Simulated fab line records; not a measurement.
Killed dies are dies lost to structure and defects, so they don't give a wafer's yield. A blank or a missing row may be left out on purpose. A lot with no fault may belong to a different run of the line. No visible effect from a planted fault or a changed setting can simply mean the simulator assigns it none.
Struck lot and sound lot, side by side    flow sky130    17 out of 708 route steps
Sound: the wafers L568.1, L568.3, L568.6. The struck wafers were L576.3, L576.4, L576.6. The cause is given at the end.
Each step with rows lists, per side, the tool, then ch with its chambers, then its first start. Under that, the readings that differ: sound wafers    struck wafers    difference of the means    sigmas: that difference in standard deviations of wafers without a fault.
alike: words and numbers the same on both sides, and readings whose means are apart by under 2 such deviations; not compared: readings that were withheld, readings missing a value for some wafer, numbers with overlapping values and no deviation given by the record, and bounds like >300 which may hide the same value.
Wherever a step has rows on one side only, a row that says differs or no value, or a row with sigmas, the two part there. Non-overlapping numbers with no deviation appear without sigmas and do not part them. A reading that every wafer of one side lacks parts them only if that side has two wafers or more.

first, 3 steps without rows for these wafers: SKY_VIA1_EXPOSE_09 (exposes mask VIM, target cd 150 nm); SKY_VIA1_PEB_10; SKY_VIA1_DEVELOP_11 (develop time 60 s).
SKY_VIA1_CD_MEAS_12: the cd target is 150 nm.
  sound: cdSem-02 at day 35 17:43; struck: cdSem-01 at day 37 07:13
  alike: cdNm
SKY_VIA1_OVL_MEAS_13:
  sound: overlay-01 at day 35 17:50; struck: overlay-01 at day 37 07:19
  alike: VIA1_OVL
SKY_VIA1_ETCH_14: etches BARC in N2/H2, stops on SiO2, time 45.9 s, target depth 60 nm.
  sound on rieDiel-03 ch 0,1, day 35 17:52; struck on rieDiel-03 ch 0,2, day 37 07:20
  alike: drypumpMotorCurrentA, oesProductAu, throttleValvePct
  not compared: rfHoursCounterH
SKY_VIA1_ETCH_15: etches SiO2 in C4F8/O2/Ar, stops on TiN, target depth 351 nm, time 54 s.
  sound on rieDiel-03 ch 0,1, day 35 17:55; struck on rieDiel-03 ch 0,2, day 37 07:23
  alike: oesProductAu
  not compared: rfHoursCounterH
SKY_VIA1_STRIP_16: strips in O2/N2.
  sound on plasmaAsher-02 ch 1, day 35 17:58; struck on plasmaAsher-03 ch 0,1, day 37 07:28
  alike: drypumpMotorCurrentA, oesProductAu, stripTimeToEndpointS
  not compared: rfHoursCounterH
then, 3 steps without rows for these wafers: SKY_VIA1_STRIP_17 (strips in post etch residue remover, time 1200 s); SKY_VIA1_CLEAN_18 (cleans in IPA, time 180 s); SKY_VIA1_CLEAN_19 (cleans in O3/DIW).
SKY_VIA1_SPUTTER_20: material TiN, target thk 20 nm, time 80 s.
  sound: pvdSputter-01 at day 35 18:34; struck: pvdSputter-02 at day 37 08:02
  alike: cathodeDcPowerW, throttleValvePct
SKY_VIA1_CVD_21: deposits W, target thk 270 nm, time 80.902 s.
  sound on cvdW-02 ch 1, day 35 18:37; struck on cvdW-02 ch 0,1, day 37 08:07
reading                            sound              struck             difference  sigmas
model.W_of_VIA1_CVD_21.thkNm (nm)  271.4 273.3 272.2  240.2 243.2 245.4  -29.4       
  alike: heaterPowerW
SKY_VIA1_RS_MEAS_22: the measuring method here is four-point-probe.
  sound: filmMetro-04 at day 35 18:43; struck: filmMetro-01 at day 37 08:13
reading             sound              struck             difference  sigmas
VIA1_W_RS (ohm/sq)  0.424 0.422 0.424  0.481 0.476 0.472  +0.053      +7
SKY_VIA1_THK_MEAS_23: measures by xrf.
  sound: filmMetro-04 at day 35 18:50; struck: filmMetro-01 at day 37 08:19
reading          sound        struck       difference  sigmas
VIA1_W_THK (nm)  273 274 273  239 241 244  -32         -6
SKY_VIA1_CMP_24: polishes, stops on SiO2, t overpolish 15 s, target thk 0 nm.
  sound on cmp-02 ch 0,3, day 35 18:53; struck on cmp-02 ch 0,2,3, day 37 08:25
reading              sound           struck          difference  sigmas
timeToEndpointS (s)  68.3 65.6 67.4  55.6 56.3 58.8  -10.2       -4
  alike: motorCurrentA
-- the record jumps here: 11 days lie between the struck wafers' starts before and after (it left off in module VIA1 and takes up again in module PAD_OPEN, whose first step shown is number 708 of the route) --
SKY_PAD_OPEN_PROBE_99:
  sound: prober-02 at day 47 01:01; struck: prober-02 at day 48 07:08
reading                sound        struck       difference  sigmas
sort_bin_6_memory (%)  7.7 9.1 5.9  5.9 4.7 5.3  -2.3        -2
  alike: defectLimitedYield, killed_at_M0_to_M3, killed_at_M4_up, killedAtContacts, killedAtFrontEnd, killedAtOther, killedDies, killedOpen, killedShort, sort_bin_3_pad_short, sort_bin_5_function, sortNPass, sortYieldPct

## WHERE THEY PART
First at SKY_VIA1_RS_MEAS_22; last, within this record, at SKY_PAD_OPEN_PROBE_99.

WHY: what the simulator had put in
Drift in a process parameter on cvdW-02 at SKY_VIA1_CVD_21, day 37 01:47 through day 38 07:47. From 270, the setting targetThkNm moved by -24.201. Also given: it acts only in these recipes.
